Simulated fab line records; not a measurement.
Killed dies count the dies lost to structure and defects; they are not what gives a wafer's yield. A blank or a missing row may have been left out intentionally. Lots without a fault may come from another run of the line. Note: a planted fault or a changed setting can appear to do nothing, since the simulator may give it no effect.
Matching of chambers | flow sky130 | SKY_CONTACT_CMP_04 on cmp-01: 4 sister chambers
The step polishes SiO2. 8 wafers are shown with their chamber, then 7 later ones without.

WAFERS, EACH WITH ITS CHAMBER
wafer  | chamber | motorCurrentA (A) | edgeZonePressureFrac
L567.6 | 2       | 13.0              | 1.002
L570.1 | 0       | 9.8               | 1.003
L574.5 | 0       | 10.0              | 0.992
L586.1 | 1       | 12.2              | 1.002
L586.3 | 3       | 12.5              | 0.996
L586.6 | 2       | 12.0              | 1.003
L587.1 | 1       | 12.2              | 1.006
L587.4 | 3       | 13.0              | 0.991

WAFERS WITH NO CHAMBER GIVEN
wafer  | motorCurrentA (A) | edgeZonePressureFrac
L587.6 | 12.8              | 0.999
L588.2 | 12.6              | 0.999
L588.3 | 12.2              | 1.003
L588.6 | 10.3              | 1.002
L589.1 | 12.1              | 0.997
L589.5 | 11.7              | 1.007
L589.6 | 11.5              | 1.001

CHAMBER TAKEN BY EACH
wafer  | from the rows above          | in truth
L587.6 | can't be placed: 2 or 3 or 1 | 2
L588.2 | can't be placed: 2 or 3 or 1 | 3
L588.3 | can't be placed: 1 or 2      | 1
L588.6 | 0                            | 0
L589.1 | can't be placed: 1 or 2 or 3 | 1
L589.5 | can't be placed: 1 or 2      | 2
L589.6 | can't be placed: 1 or 2 or 3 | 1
Correct placement for 1 of the 7. These rows do not allow placing 6 (true chamber among the candidates in 6). Placed wrongly: 0.
How it was worked out, from the rows above alone: a wafer's distance from a chamber is the root of the sum, over the readings, of the square of ((its reading less the chamber's mean) divided by the reading's scatter). If the next closest chamber is less than 2 further off than the closest, the wafer can't be placed; otherwise it belongs to the closest. For every chamber, the mean is computed from those of its wafers that are shown. The scatter: take each reading less its chamber's mean, square it, sum over the shown wafers, divide by the number of wafers less the number of chambers, and take the root.
